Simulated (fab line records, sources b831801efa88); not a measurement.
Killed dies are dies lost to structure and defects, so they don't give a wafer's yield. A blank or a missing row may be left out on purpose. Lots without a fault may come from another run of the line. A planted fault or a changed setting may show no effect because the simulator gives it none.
fab line records | flow gf180mcu
record lots=5 wafers=15 last_day=34
route steps=602 shown POLY_GATE@168 HV_LDD@176
lots that met no fault: from a run of the same line without faults
start_h: hours from the record's first day to the start of the lot's first wafer shown | wait_h: hours since the lot's step before | " the same as in the row above | L1.1+2: a row that stands for several wafers | - no value, or no start given | * or withheld: withheld | < > ~ a bound
route shown NAME@n: a module of which the file shows steps, and the number in the route of the first | usual: mean/standard deviation of fault-free wafers | same: alike in all rows | chamber/n: place in a boat | sites: the reading at each site | _std_site: their standard deviation | _edge_site: outer sites' mean less inner sites' | radius_mm: how far each site lies from the wafer's centre | mask NAME#n: copy n | behind: the tool/chamber that last shaped the wafer | hold: why the lot was held/for how many hours/how that ended | device: the transistor (n, p or np) that didn't switch | end of line: the same wafers' tests at the end of the route | a step without rows: its recipe alone | killed: dies lost to structure and defects at the first sort, not the wafer's yield | map: a wafer's dies, x killed, . not, _ none there
set.NAME: the setting as run; set.NAME@STEP: as run at that earlier step | model.NAME: the simulator's own value behind a step, which no gauge read
lots at some steps of the route; a table a step, a row a wafer
services: from which hour (start_h, from the record's first day; less than 0 if before it) a tool's chamber was out of use, for how many hours, and why
## steps
# step GF_POLY_GATE_OVL_MEAS_11
# usual POLY_GATE_OVL=6/6
# columns lot.wafer tool chamber start_h wait_h POLY_GATE_OVL[nm]
L080.3 overlay-01 - 241.94 0.1 8
L080.4 " - " " 7
L080.5 " - " " 3
L084.1 overlay-01 - 275.91 0.1 10
L084.3 " - " " 6
L084.4 " - " " 5
L086.2 overlay-01 - 289.38 0.1 5
L086.5 " - " " 2
L086.6 " - " " 2
L089.2 overlay-02 - 312.36 0.1 1
L089.5 " - " " -4
L089.6 " - " " -5
L097.2 overlay-02 - 353.21 0.1 3
L097.3 " - " " 2
L097.5 " - " " -3
# step GF_POLY_GATE_ETCH_12
# recipe chemistry=N2/H2 target_depth_a=withheld overetch_a=withheld time_s=withheld target=BARC ion_energy_ev=200 source_w=500 bias_w=100 pressure_mtorr=30 n2_flow_sccm=100 h2_flow_sccm=200
# usual drypump_motor_current_A=5.7/0.36 oes_product_au=0.735/0.0045 throttle_valve_pct=13.215/0.0096
# columns lot.wafer tool chamber start_h wait_h drypump_motor_current_A oes_product_au throttle_valve_pct
L080.3 rie_diel-04 0 241.96 0.0 6.1 0.733 13.201
L080.4 " 1 " " 5.6 0.739 13.214
L080.5 " 3 " " 6.2 0.739 13.220
L084.1 rie_diel-03 1 275.95 0.0 5.8 0.729 13.203
L084.3 " 2 " " 5.2 0.737 13.215
L084.4 " 0 " " 5.4 0.734 13.210
L086.2 rie_diel-02 0 289.41 0.0 5.0 0.732 13.200
L086.5 " 1 " " 6.1 0.741 13.194
L086.6 " 3 " " 5.3 0.732 13.216
L089.2 rie_diel-04 0 312.39 0.0 6.1 0.734 13.220
L089.5 " 1 " " 5.6 0.733 13.234
L089.6 " 2 " " 5.6 0.738 13.219
L097.2 rie_diel-04 1 353.24 0.0 5.6 0.737 13.200
L097.3 " 0 " " 6.1 0.735 13.202
L097.5 " 3 " " 6.2 0.739 13.215
# step GF_POLY_GATE_ETCH_13
# recipe target=poly-Si target_depth_nm=198.5 stop_on=SiO2 over_etch_frac=0.403 chemistry=HBr/Cl2 icp_w=400 bias_w=100 pressure_mtorr=10 HBr_flow_sccm=150 Cl2_flow_sccm=50 time_s=69.6
# usual drypump_motor_current_A=5.7/0.44 oes_product_au=0.993/0.009 throttle_valve_pct=33.684/0.0091
# columns lot.wafer tool chamber start_h wait_h drypump_motor_current_A oes_product_au rf_hours_counter_h throttle_valve_pct
L080.3 rie_si-02 1 242.01 - 4.9 0.995 80 33.665
L080.4 " 2 " " 6.2 0.994 56 33.678
L080.5 " 0 " " 5.8 0.989 - 33.682
L084.1 rie_si-02 1 276.00 - 4.9 0.993 80 33.672
L084.3 " 0 " " 5.8 0.984 53 33.677
L084.4 " 3 " " 5.7 0.999 1 33.685
L086.2 rie_si-02 1 289.46 - 4.9 0.990 80 33.684
L086.5 " 2 " " 6.1 1.003 - 33.690
L086.6 " 1 " " 4.9 0.998 - 33.682
L089.2 rie_si-01 0 312.45 - 6.4 1.003 4 33.672
L089.5 " 3 " " 5.3 0.996 - 33.694
L089.6 " 0 " " 6.4 1.001 - 33.687
L097.2 rie_si-01 1 353.29 - 5.5 0.981 3 33.677
L097.3 " 0 " " 6.3 0.997 5 33.681
L097.5 " 0 " " 6.3 1.004 - 33.695
# step GF_POLY_GATE_STRIP_14
# recipe chemistry=O2/N2 power_w=1400 pressure_mtorr=1500 platen_temp_c=250 o2_flow_sccm=3000 n2_flow_sccm=300 overash_fraction=0.5
# usual drypump_motor_current_A=5.60/0.15 heater_power_w=377/35 oes_product_au=0.504/0.0046
# columns lot.wafer tool chamber start_h wait_h drypump_motor_current_A heater_power_w oes_product_au rf_hours_counter_h
L080.3 plasma_asher-03 1 242.10 0.1 5.58 379 0.500 -
L080.4 " 0 " " 5.75 357 0.501 -
L080.5 " 0 " " 5.77 359 0.508 -
L084.1 plasma_asher-04 0 276.05 0.0 5.51 365 0.504 55
L084.3 " 0 " " 5.50 366 0.504 -
L084.4 " 1 " " 5.50 436 0.502 -
L086.2 plasma_asher-04 0 289.52 0.0 5.46 358 0.502 57
L086.5 " 0 " " 5.50 356 0.501 -
L086.6 " 1 " " 5.50 426 0.505 -
L089.2 plasma_asher-03 1 312.50 0.0 5.57 371 0.504 68
L089.5 " 1 " " 5.55 377 0.508 -
L089.6 " 0 " " 5.77 360 0.499 -
L097.2 plasma_asher-04 0 353.35 0.0 5.51 356 0.503 65
L097.3 " 1 " " 5.50 427 0.503 -
L097.5 " 1 " " 5.50 442 0.503 -
# step GF_POLY_GATE_CLEAN_15
# recipe chemistry=SC1/SC2 mix=1:4:20 temp_c=70 time_s=150 dry=n2_spin
# columns lot.wafer tool chamber start_h wait_h
L080.3+4+5 wet_bench-04 2 242.17 0.0
L084.1+3+4 wet_bench-03 0 276.15 0.1
L086.2+5+6 wet_bench-04 3 289.62 0.1
L089.2+5+6 wet_bench-04 0 312.60 0.1
L097.2+3+5 wet_bench-04 2 353.45 0.1
# step GF_POLY_GATE_OXIDATION_16
# recipe temp_c=850 ambient=O2 stabilise_s=600 purge_s=300 target_thk_a=40 ox_time_s=899
# usual spike_tc_bottom_C=865.0/2.1 spike_tc_centre_C=852.1/1.1 zone_power_upper_pct=17.46/0.2
# same stabilise_s=600
# columns lot.wafer tool chamber start_h wait_h spike_tc_bottom_C spike_tc_centre_C zone_power_upper_pct
L080.3 furnace-01 0 248.36 6.1 863.1 851.9 17.65
L080.4 " 0 " " 862.9 853.3 17.56
L080.5 " 0 " " 864.8 852.8 17.36
L084.1 furnace-01 0 281.37 5.2 864.1 850.9 17.15
L084.3 " 0 " " 864.7 853.1 17.40
L084.4 " 0 " " 863.9 852.8 17.28
L086.2 furnace-01 0 293.61 3.9 864.4 852.5 17.20
L086.5 " 0 " " 866.5 854.7 17.44
L086.6 " 0 " " 864.0 852.7 17.38
L089.2 furnace-02 0 312.66 0.0 869.6 849.9 17.72
L089.5 " 0 " " 869.3 851.2 17.74
L089.6 " 0 " " 871.0 852.4 17.54
L097.2 furnace-02 0 354.26 0.8 867.9 848.2 17.70
L097.3 " 0 " " 868.6 851.1 17.74
L097.5 " 0 " " 868.8 850.2 17.77
# step GF_POLY_GATE_THK_MEAS_17
# recipe reads=SiO2_of_POLY_GATE_OXIDATION_16
# usual POLY_GATE_OXIDATION_THK=4.01/0.083
# columns lot.wafer tool chamber start_h wait_h POLY_GATE_OXIDATION_THK[nm]
L080.3 film_metro-04 - 249.63 0.0 4.06
L080.4 " - " " 3.98
L080.5 " - " " 4.04
L084.1 film_metro-04 - 282.62 0.0 3.90
L084.3 " - " " 3.88
L084.4 " - " " 3.90
L086.2 film_metro-01 - 294.87 0.0 3.98
L086.5 " - " " 3.94
L086.6 " - " " 4.03
L089.2 film_metro-04 - 313.91 0.0 4.06
L089.5 " - " " 3.97
L089.6 " - " " 3.99
L097.2 film_metro-04 - 355.52 0.0 3.93
L097.3 " - " " 3.97
L097.5 " - " " 4.08
# step GF_POLY_GATE_CD_MEAS_18
# usual cd_nm=279.8/1.8
# columns lot.wafer tool chamber start_h wait_h cd_nm
L080.3 cd_sem-02 - 249.73 0.1 283.3
L080.4 " - " " 283.0
L080.5 " - " " 280.1
L084.1 cd_sem-02 - 282.68 0.1 282.3
L084.3 " - " " 281.4
L084.4 " - " " 280.6
L086.2 cd_sem-01 - 294.95 0.1 282.5
L086.5 " - " " 278.6
L086.6 " - " " 282.0
L089.2 cd_sem-01 - 313.99 0.1 282.5
L089.5 " - " " 282.2
L089.6 " - " " 282.8
L097.2 cd_sem-02 - 355.59 0.1 281.9
L097.3 " - " " 279.8
L097.5 " - " " 279.1
# step GF_HV_LDD_DEHYDRATE_00
# recipe temp_c=200 time_s=60
# columns lot.wafer tool chamber start_h wait_h
L080.3+4+5 litho_track-03 0 257.50 7.7
L084.1+3+4 litho_track-01 0 291.61 8.9
L086.2+5+6 litho_track-04 0 304.18 9.2
L089.2+5+6 litho_track-03 0 322.93 8.9
L097.2+3+5 litho_track-01 0 366.38 10.8
# step GF_HV_LDD_HMDS_01
# recipe prime_time_s=60 prime_temp_c=120
# columns lot.wafer tool chamber start_h wait_h
L080.3+4+5 litho_track-03 0 257.65 0.1
L084.1+3+4 litho_track-01 0 291.76 0.1
L086.2+5+6 litho_track-04 0 304.33 0.1
L089.2+5+6 litho_track-03 0 323.08 0.1
L097.2+3+5 litho_track-01 0 366.53 0.1
# step GF_HV_LDD_COAT_02
# recipe resist=NOVOLAK spin_rpm=3000 resist_thk_nm=1000
# columns lot.wafer tool chamber start_h wait_h
L080.3+4+5 litho_track-03 0 257.80 0.1
L084.1+3+4 litho_track-01 0 291.91 0.1
L086.2+5+6 litho_track-04 0 304.48 0.1
L089.2+5+6 litho_track-03 0 323.23 0.1
L097.2+3+5 litho_track-01 0 366.68 0.1
# step GF_HV_LDD_SOFTBAKE_03
# recipe temp_c=90 time_s=60 resist=NOVOLAK
# columns lot.wafer tool chamber start_h wait_h
L080.3+4+5 litho_track-03 0 257.95 0.1
L084.1+3+4 litho_track-01 0 292.06 0.1
L086.2+5+6 litho_track-04 0 304.63 0.1
L089.2+5+6 litho_track-03 0 323.38 0.1
L097.2+3+5 litho_track-01 0 366.83 0.1
# step GF_HV_LDD_EXPOSE_04
# recipe mask_id=Nplus_LV_AREA target_cd_nm=400 na=0.6 source_shape=conventional sigma_outer=0.6 dose_mj=140
# same sigma_outer=0.6
# columns lot.wafer tool chamber start_h wait_h mask
L080.3+4+5 iline_stepper-01 0 - - Nplus_LV_AREA#0
L084.1+3+4 iline_stepper-01 0 - - Nplus_LV_AREA#0
L086.2+5+6 iline_stepper-02 0 - - Nplus_LV_AREA#0
L089.2+5+6 iline_stepper-02 0 - - Nplus_LV_AREA#0
L097.2+3+5 iline_stepper-02 0 - - Nplus_LV_AREA#0
# step GF_HV_LDD_PEB_05
# recipe temp_c=withheld time_s=* resist=NOVOLAK
# columns lot.wafer tool chamber start_h wait_h
L080.3+4+5 litho_track-04 0 - -
L084.1+3+4 litho_track-03 0 - -
L086.2+5+6 litho_track-04 0 - -
L089.2+5+6 litho_track-01 0 - -
L097.2+3+5 litho_track-04 0 - -
# step GF_HV_LDD_DEVELOP_06
# recipe develop_time_s=62.29 dev_temp_c=23
# usual developer_temp_C=23.03/0.11
# columns lot.wafer tool chamber start_h wait_h developer_temp_C
L080.3 litho_track-04 0 267.40 0.1 23.01
L080.4 " 0 " " 23.03
L080.5 " 0 " " 22.99
L084.1 litho_track-03 0 300.85 0.1 23.00
L084.3 " 0 " " 22.91
L084.4 " 0 " " 22.93
L086.2 litho_track-04 0 314.88 0.1 23.04
L086.5 " 0 " " 22.96
L086.6 " 0 " " 22.97
L089.2 litho_track-01 0 334.18 0.1 22.88
L089.5 " 0 " " 23.10
L089.6 " 0 " " 22.99
L097.2 litho_track-04 0 377.88 0.1 22.93
L097.3 " 0 " " 23.00
L097.5 " 0 " " 23.10
# step GF_HV_LDD_CD_MEAS_07
# recipe target_cd_nm=400
# usual cd_nm=400.2/2.1
# columns lot.wafer tool chamber start_h wait_h cd_nm
L080.3 cd_sem-02 - 267.54 0.1 402.0
L080.4 " - " " 399.1
L080.5 " - " " 402.4
L084.1 cd_sem-02 - 301.07 0.2 399.0
L084.3 " - " " 398.9
L084.4 " - " " 399.5
L086.2 cd_sem-02 - 315.02 0.1 405.9
L086.5 " - " " 402.9
L086.6 " - " " 404.1
L089.2 cd_sem-02 - 334.32 0.1 400.0
L089.5 " - " " 398.6
L089.6 " - " " 399.9
L097.2 cd_sem-02 - 378.02 0.1 403.3
L097.3 " - " " 402.6
L097.5 " - " " 403.1
# step GF_HV_LDD_OVL_MEAS_08
# usual HV_LDD_OVL=-1.6/2
# columns lot.wafer tool chamber start_h wait_h HV_LDD_OVL[nm]
L080.3 overlay-02 - 267.64 0.1 -1.1
L080.4 " - " " -1.7
L080.5 " - " " -1.3
L084.1 overlay-02 - 301.19 0.1 -3.3
L084.3 " - " " -5.1
L084.4 " - " " -3.9
L086.2 overlay-01 - 315.13 0.1 1.9
L086.5 " - " " 0.0
L086.6 " - " " 0.6
L089.2 overlay-02 - 334.43 0.1 -1.7
L089.5 " - " " -1.8
L089.6 " - " " -3.2
L097.2 overlay-02 - 378.13 0.1 -0.1
L097.3 " - " " -1.4
L097.5 " - " " 0.5
# step GF_HV_LDD_IMPLANT_09
# recipe species=As energy_kev=40 dose_cm2=1e+14 tilt_deg=7
# columns lot.wafer tool chamber start_h wait_h
L080.3+4+5 implanter-01 0 267.71 0.1
L084.1+3+4 implanter-02 0 301.22 0.0
L086.2+5+6 implanter-02 0 315.18 0.0
L089.2+5+6 implanter-03 0 334.49 0.0
L097.2+3+5 implanter-03 0 378.18 0.0
# step GF_HV_LDD_STRIP_10
# recipe chemistry=O2/N2 power_w=1400 pressure_mtorr=1500 platen_temp_c=250 o2_flow_sccm=3000 n2_flow_sccm=300 overash_fraction=0.5
# usual drypump_motor_current_A=5.54/0.21 heater_power_w=361/43 oes_product_au=0.716/0.0047 strip_time_to_endpoint_s=12.615/0.028
# columns lot.wafer tool chamber start_h wait_h drypump_motor_current_A heater_power_w oes_product_au rf_hours_counter_h strip_time_to_endpoint_s
L080.3 plasma_asher-04 0 267.84 0.1 5.49 364 0.708 - 12.607
L080.4 " 1 " " 5.49 429 0.718 - 12.582
L080.5 " 1 " " 5.47 437 0.703 - 12.610
L084.1 plasma_asher-04 1 301.37 0.1 5.49 444 0.716 59 12.600
L084.3 " 1 " " 5.50 441 0.718 - 12.608
L084.4 " 0 " " 5.48 359 0.720 - 12.590
L086.2 plasma_asher-02 1 315.31 0.1 5.61 339 0.711 17 12.585
L086.5 " 0 " " 5.98 323 0.724 - 12.625
L086.6 " 1 " " 5.59 338 0.717 - 12.557
L089.2 plasma_asher-04 0 334.61 0.1 5.49 359 0.718 63 12.649
L089.5 " 0 " " 5.47 366 0.711 - 12.658
L089.6 " 1 " " 5.49 438 0.709 - 12.614
L097.2 plasma_asher-04 0 378.31 0.1 5.48 373 0.715 68 12.661
L097.3 " 0 " " 5.48 359 0.714 - 12.643
L097.5 " 1 " " 5.52 430 0.717 - 12.667
# step GF_HV_LDD_TW_MEAS_11
# usual HV_LDD_TW=2400/12
# columns lot.wafer tool chamber start_h wait_h HV_LDD_TW
L080.3 film_metro-02 - 267.93 0.1 2379
L080.4 " - " " 2393
L080.5 " - " " 2382
L084.1 film_metro-01 - 301.47 0.1 2419
L084.3 " - " " 2420
L084.4 " - " " 2409
L086.2 film_metro-01 - 315.42 0.1 2403
L086.5 " - " " 2404
L086.6 " - " " 2405
L089.2 film_metro-02 - 334.72 0.1 2393
L089.5 " - " " 2385
L089.6 " - " " 2404
L097.2 film_metro-02 - 378.42 0.1 2398
L097.3 " - " " 2395
L097.5 " - " " 2387
# step GF_HV_LDD_DEHYDRATE_12
# recipe temp_c=200 time_s=60
# columns lot.wafer tool chamber start_h wait_h
L080.3+4+5 litho_track-03 0 276.05 8.1
L084.1+3+4 litho_track-04 0 311.60 10.1
L086.2+5+6 litho_track-04 0 324.98 9.5
L089.2+5+6 litho_track-03 0 344.38 9.6
L097.2+3+5 litho_track-04 0 389.43 11.0
# step GF_HV_LDD_HMDS_13
# recipe prime_time_s=60 prime_temp_c=120
# columns lot.wafer tool chamber start_h wait_h
L080.3+4+5 litho_track-03 0 276.20 0.1
L084.1+3+4 litho_track-04 0 311.75 0.1
L086.2+5+6 litho_track-04 0 325.13 0.1
L089.2+5+6 litho_track-03 0 344.53 0.1
L097.2+3+5 litho_track-04 0 389.58 0.1
# step GF_HV_LDD_COAT_14
# recipe resist=NOVOLAK spin_rpm=3000 resist_thk_nm=1000
# columns lot.wafer tool chamber start_h wait_h
L080.3+4+5 litho_track-03 0 276.35 0.1
L084.1+3+4 litho_track-04 0 311.90 0.1
L086.2+5+6 litho_track-04 0 325.28 0.1
L089.2+5+6 litho_track-03 0 344.68 0.1
L097.2+3+5 litho_track-04 0 389.73 0.1
# step GF_HV_LDD_SOFTBAKE_15
# recipe temp_c=90 time_s=60 resist=NOVOLAK
# columns lot.wafer tool chamber start_h wait_h
L080.3+4+5 litho_track-03 0 276.50 0.1
L084.1+3+4 litho_track-04 0 312.05 0.1
L086.2+5+6 litho_track-04 0 325.43 0.1
L089.2+5+6 litho_track-03 0 344.83 0.1
L097.2+3+5 litho_track-04 0 389.88 0.1
# step GF_HV_LDD_EXPOSE_16
# recipe mask_id=Pplus_LV_AREA target_cd_nm=400 na=0.6 source_shape=conventional sigma_outer=0.6 dose_mj=140
# same sigma_outer=0.6
# columns lot.wafer tool chamber start_h wait_h mask
L080.3+4+5 iline_stepper-02 0 - - Pplus_LV_AREA#0
L084.1+3+4 iline_stepper-02 0 - - Pplus_LV_AREA#0
L086.2+5+6 iline_stepper-02 0 - - Pplus_LV_AREA#0
L089.2+5+6 iline_stepper-01 0 - - Pplus_LV_AREA#0
L097.2+3+5 iline_stepper-01 0 - - Pplus_LV_AREA#0
# step GF_HV_LDD_PEB_17
# recipe temp_c=withheld time_s=* resist=NOVOLAK
# columns lot.wafer tool chamber start_h wait_h
L080.3+4+5 litho_track-03 0 - -
L084.1+3+4 litho_track-01 0 - -
L086.2+5+6 litho_track-03 0 - -
L089.2+5+6 litho_track-04 0 - -
L097.2+3+5 litho_track-01 0 - -
# step GF_HV_LDD_DEVELOP_18
# recipe develop_time_s=60 dev_temp_c=23
# usual developer_temp_C=23.00/0.11
# columns lot.wafer tool chamber start_h wait_h developer_temp_C
L080.3 litho_track-03 0 285.75 0.1 23.12
L080.4 " 0 " " 23.18
L080.5 " 0 " " 23.14
L084.1 litho_track-01 0 321.60 0.1 23.13
L084.3 " 0 " " 23.03
L084.4 " 0 " " 23.16
L086.2 litho_track-03 0 336.33 0.1 23.08
L086.5 " 0 " " 23.02
L086.6 " 0 " " 23.12
L089.2 litho_track-04 0 356.43 0.1 23.14
L089.5 " 0 " " 22.94
L089.6 " 0 " " 22.94
L097.2 litho_track-01 0 401.03 0.1 22.99
L097.3 " 0 " " 23.07
L097.5 " 0 " " 22.88
# step GF_HV_LDD_CD_MEAS_19
# recipe target_cd_nm=400
# usual cd_nm=399.6/2.3
# columns lot.wafer tool chamber start_h wait_h cd_nm
L080.3 cd_sem-02 - 285.89 0.1 397.9
L080.4 " - " " 395.9
L080.5 " - " " 397.8
L084.1 cd_sem-01 - 321.75 0.1 401.5
L084.3 " - " " 403.2
L084.4 " - " " 401.5
L086.2 cd_sem-02 - 336.47 0.1 403.2
L086.5 " - " " 403.6
L086.6 " - " " 403.6
L089.2 cd_sem-01 - 356.57 0.1 399.8
L089.5 " - " " 396.9
L089.6 " - " " 397.8
L097.2 cd_sem-02 - 401.17 0.1 399.6
L097.3 " - " " 400.5
L097.5 " - " " 401.5
# step GF_HV_LDD_OVL_MEAS_20
# usual HV_LDD_01_OVL=0.9/1.7
# columns lot.wafer tool chamber start_h wait_h HV_LDD_01_OVL[nm]
L080.3 overlay-02 - 285.98 0.1 -0.8
L080.4 " - " " -0.4
L080.5 " - " " -1.0
L084.1 overlay-02 - 321.87 0.1 0.3
L084.3 " - " " 0.5
L084.4 " - " " 1.6
L086.2 overlay-01 - 336.58 0.1 0.1
L086.5 " - " " 0.7
L086.6 " - " " 2.8
L089.2 overlay-02 - 356.68 0.1 -2.3
L089.5 " - " " -2.0
L089.6 " - " " 0.9
L097.2 overlay-02 - 401.28 0.1 -1.5
L097.3 " - " " -0.8
L097.5 " - " " -0.7
# step GF_HV_LDD_IMPLANT_21
# recipe species=BF2 energy_kev=25.5 dose_cm2=5e+13 tilt_deg=7
# columns lot.wafer tool chamber start_h wait_h
L080.3+4+5 implanter-02 0 286.06 0.1
L084.1+3+4 implanter-03 0 321.91 0.0
L086.2+5+6 implanter-01 0 336.63 0.0
L089.2+5+6 implanter-01 0 356.73 0.0
L097.2+3+5 implanter-02 0 401.33 0.0
# step GF_HV_LDD_STRIP_22
# recipe chemistry=O2/N2 power_w=1400 pressure_mtorr=1500 platen_temp_c=250 o2_flow_sccm=3000 n2_flow_sccm=300 overash_fraction=0.5
# usual drypump_motor_current_A=5.51/0.24 heater_power_w=349/40 oes_product_au=0.716/0.0049 strip_time_to_endpoint_s=12.62/0.031
# columns lot.wafer tool chamber start_h wait_h drypump_motor_current_A heater_power_w oes_product_au rf_hours_counter_h strip_time_to_endpoint_s
L080.3 plasma_asher-01 0 286.19 0.1 5.27 349 0.715 - 12.62
L080.4 " 1 " " 5.35 306 0.717 - 12.64
L080.5 " 0 " " 5.25 355 0.716 - 12.63
L084.1 plasma_asher-02 1 322.06 0.1 5.52 348 0.714 18 12.59
L084.3 " 1 " " 5.59 340 0.706 - 12.57
L084.4 " 0 " " 6.01 334 0.717 - 12.57
L086.2 plasma_asher-04 0 336.76 0.1 5.49 360 0.714 63 12.67
L086.5 " 1 " " 5.49 436 0.719 - 12.64
L086.6 " 0 " " 5.50 354 0.717 - 12.65
L089.2 plasma_asher-04 0 356.86 0.1 5.50 362 0.714 65 12.62
L089.5 " 1 " " 5.49 436 0.714 - 12.60
L089.6 " 0 " " 5.51 362 0.711 - 12.62
L097.2 plasma_asher-01 0 401.46 0.1 5.27 360 0.720 77 12.66
L097.3 " 1 " " 5.28 297 0.722 - 12.62
L097.5 " 0 " " 5.26 356 0.720 - 12.61
# step GF_HV_LDD_TW_MEAS_23
# usual HV_LDD_2_TW=1055/5.7
# columns lot.wafer tool chamber start_h wait_h HV_LDD_2_TW
L080.3 film_metro-01 - 286.28 0.1 1063
L080.4 " - " " 1062
L080.5 " - " " 1058
L084.1 film_metro-02 - 322.16 0.1 1052
L084.3 " - " " 1055
L084.4 " - " " 1058
L086.2 film_metro-02 - 336.87 0.1 1059
L086.5 " - " " 1055
L086.6 " - " " 1048
L089.2 film_metro-02 - 356.97 0.1 1047
L089.5 " - " " 1055
L089.6 " - " " 1052
L097.2 film_metro-02 - 401.57 0.1 1041
L097.3 " - " " 1049
L097.5 " - " " 1051
# step GF_HV_LDD_DEHYDRATE_24
# recipe temp_c=200 time_s=60
# columns lot.wafer tool chamber start_h wait_h
L080.3+4+5 litho_track-03 0 295.00 8.7
L084.1+3+4 litho_track-03 0 332.40 10.2
L086.2+5+6 litho_track-03 0 346.58 9.7
L089.2+5+6 litho_track-04 0 367.23 10.2
L097.2+3+5 litho_track-04 0 413.13 11.5
# step GF_HV_LDD_HMDS_25
# recipe prime_time_s=60 prime_temp_c=120
# columns lot.wafer tool chamber start_h wait_h
L080.3+4+5 litho_track-03 0 295.15 0.1
L084.1+3+4 litho_track-03 0 332.55 0.1
L086.2+5+6 litho_track-03 0 346.73 0.1
L089.2+5+6 litho_track-04 0 367.38 0.1
L097.2+3+5 litho_track-04 0 413.28 0.1
# step GF_HV_LDD_COAT_26
# recipe resist=NOVOLAK spin_rpm=3000 resist_thk_nm=1000
# columns lot.wafer tool chamber start_h wait_h
L080.3+4+5 litho_track-03 0 295.30 0.1
L084.1+3+4 litho_track-03 0 332.70 0.1
L086.2+5+6 litho_track-03 0 346.88 0.1
L089.2+5+6 litho_track-04 0 367.53 0.1
L097.2+3+5 litho_track-04 0 413.43 0.1
# step GF_HV_LDD_SOFTBAKE_27
# recipe temp_c=90 time_s=60 resist=NOVOLAK
# columns lot.wafer tool chamber start_h wait_h
L080.3+4+5 litho_track-03 0 295.45 0.1
L084.1+3+4 litho_track-03 0 332.85 0.1
L086.2+5+6 litho_track-03 0 347.03 0.1
L089.2+5+6 litho_track-04 0 367.68 0.1
L097.2+3+5 litho_track-04 0 413.58 0.1
# step GF_HV_LDD_EXPOSE_28
# recipe mask_id=Nplus_HV_AREA target_cd_nm=400 na=0.6 source_shape=conventional sigma_outer=0.6 dose_mj=140
# same sigma_outer=0.6
# columns lot.wafer tool chamber start_h wait_h mask
L080.3+4+5 iline_stepper-01 0 - - Nplus_HV_AREA#0
L084.1+3+4 iline_stepper-01 0 - - Nplus_HV_AREA#0
L086.2+5+6 iline_stepper-01 0 - - Nplus_HV_AREA#0
L089.2+5+6 iline_stepper-01 0 - - Nplus_HV_AREA#0
L097.2+3+5 iline_stepper-01 0 - - Nplus_HV_AREA#0
# step GF_HV_LDD_PEB_29
# recipe temp_c=withheld time_s=* resist=NOVOLAK
# columns lot.wafer tool chamber start_h wait_h
L080.3+4+5 litho_track-01 0 - -
L084.1+3+4 litho_track-03 0 - -
L086.2+5+6 litho_track-01 0 - -
L089.2+5+6 litho_track-03 0 - -
L097.2+3+5 litho_track-04 0 - -
# step GF_HV_LDD_DEVELOP_30
# recipe develop_time_s=60 dev_temp_c=23
# usual developer_temp_C=23.00/0.092
# columns lot.wafer tool chamber start_h wait_h developer_temp_C
L080.3 litho_track-01 0 304.51 0.1 23.00
L080.4 " 0 " " 22.79
L080.5 " 0 " " 23.02
L084.1 litho_track-03 0 343.15 0.1 23.09
L084.3 " 0 " " 22.99
L084.4 " 0 " " 23.10
L086.2 litho_track-01 0 357.83 0.1 22.97
L086.5 " 0 " " 23.01
L086.6 " 0 " " 22.96
L089.2 litho_track-03 0 378.33 0.1 23.07
L089.5 " 0 " " 22.85
L089.6 " 0 " " 22.91
L097.2 litho_track-04 0 425.18 0.1 23.05
L097.3 " 0 " " 23.05
L097.5 " 0 " " 23.09
# step GF_HV_LDD_CD_MEAS_31
# recipe target_cd_nm=400
# usual cd_nm=400.4/2
# columns lot.wafer tool chamber start_h wait_h cd_nm
L080.3 cd_sem-02 - 304.65 0.1 402.5
L080.4 " - " " 400.3
L080.5 " - " " 399.5
L084.1 cd_sem-02 - 343.30 0.1 404.3
L084.3 " - " " 402.8
L084.4 " - " " 402.6
L086.2 cd_sem-02 - 357.97 0.1 399.6
L086.5 " - " " 398.0
L086.6 " - " " 397.7
L089.2 cd_sem-01 - 378.47 0.1 399.6
L089.5 " - " " 399.6
L089.6 " - " " 397.3
L097.2 cd_sem-01 - 425.32 0.1 399.7
L097.3 " - " " 397.8
L097.5 " - " " 397.0
# step GF_HV_LDD_OVL_MEAS_32
# usual HV_LDD_02_OVL=-0.1/1.3
# columns lot.wafer tool chamber start_h wait_h HV_LDD_02_OVL[nm]
L080.3 overlay-02 - 304.74 0.1 -2.5
L080.4 " - " " -0.7
L080.5 " - " " 0.0
L084.1 overlay-01 - 343.42 0.1 2.2
L084.3 " - " " 1.6
L084.4 " - " " 1.3
L086.2 overlay-02 - 358.08 0.1 1.7
L086.5 " - " " 1.5
L086.6 " - " " 0.5
L089.2 overlay-02 - 378.58 0.1 -1.9
L089.5 " - " " 0.7
L089.6 " - " " 0.9
L097.2 overlay-01 - 425.43 0.1 0.8
L097.3 " - " " 1.8
L097.5 " - " " -0.2
# step GF_HV_LDD_IMPLANT_33
# recipe species=P energy_kev=60 dose_cm2=7.5e+12 tilt_deg=30 rotation_deg=0
# columns lot.wafer tool chamber start_h wait_h
L080.3+4+5 implanter-01 0 304.81 0.1
L084.1+3+4 implanter-01 0 343.46 0.0
L086.2+5+6 implanter-02 0 358.14 0.0
L089.2+5+6 implanter-02 0 378.63 0.0
L097.2+3+5 implanter-03 0 425.48 0.0
# step GF_HV_LDD_IMPLANT_34
# recipe species=P energy_kev=60 dose_cm2=7.5e+12 tilt_deg=30 rotation_deg=90
# columns lot.wafer tool chamber start_h wait_h
L080.3+4+5 implanter-01 0 304.96 0.1
L084.1+3+4 implanter-01 0 343.61 0.1
L086.2+5+6 implanter-02 0 358.29 0.1
L089.2+5+6 implanter-02 0 378.78 0.1
L097.2+3+5 implanter-03 0 425.63 0.1
# step GF_HV_LDD_IMPLANT_35
# recipe species=P energy_kev=60 dose_cm2=7.5e+12 tilt_deg=30 rotation_deg=180
# columns lot.wafer tool chamber start_h wait_h
L080.3+4+5 implanter-01 0 305.11 0.1
L084.1+3+4 implanter-01 0 343.76 0.1
L086.2+5+6 implanter-02 0 358.44 0.1
L089.2+5+6 implanter-02 0 378.93 0.1
L097.2+3+5 implanter-03 0 425.78 0.1
## services
# columns tool chamber start_h hours kind
rie_diel-04 1 222.56 9.3 repair
furnace-02 - 226.58 66.2 pm
implanter-01 - 229.12 2.0 repair
rie_diel-04 3 232.32 6.9 repair
implanter-01 - 243.04 2.9 repair
furnace-01 - 259.53 2.6 pm
plasma_asher-02 - 265.83 27.3 repair
implanter-02 - 267.11 4.7 pm
rie_diel-04 - 277.95 0.5 repair
implanter-02 - 280.44 4.0 repair
implanter-01 - 283.70 4.0 repair
implanter-03 - 297.21 6.4 repair
implanter-02 - 305.88 3.8 pm
implanter-03 - 306.79 6.4 pm
rie_diel-04 3 311.64 13.1 repair
rie_si-02 - 311.75 43.9 repair
implanter-03 - 353.65 5.9 repair
rie_diel-04 - 362.60 2.8 pm
iline_stepper-02 - 369.37 1.7 pm
iline_stepper-01 - 372.47 2.1 pm
rie_si-02 2 397.13 2.9 repair
furnace-01 - 402.90 4.9 pm
implanter-03 - 414.91 7.7 pm
iline_stepper-01 - 416.23 1.7 pm
## key
fault none
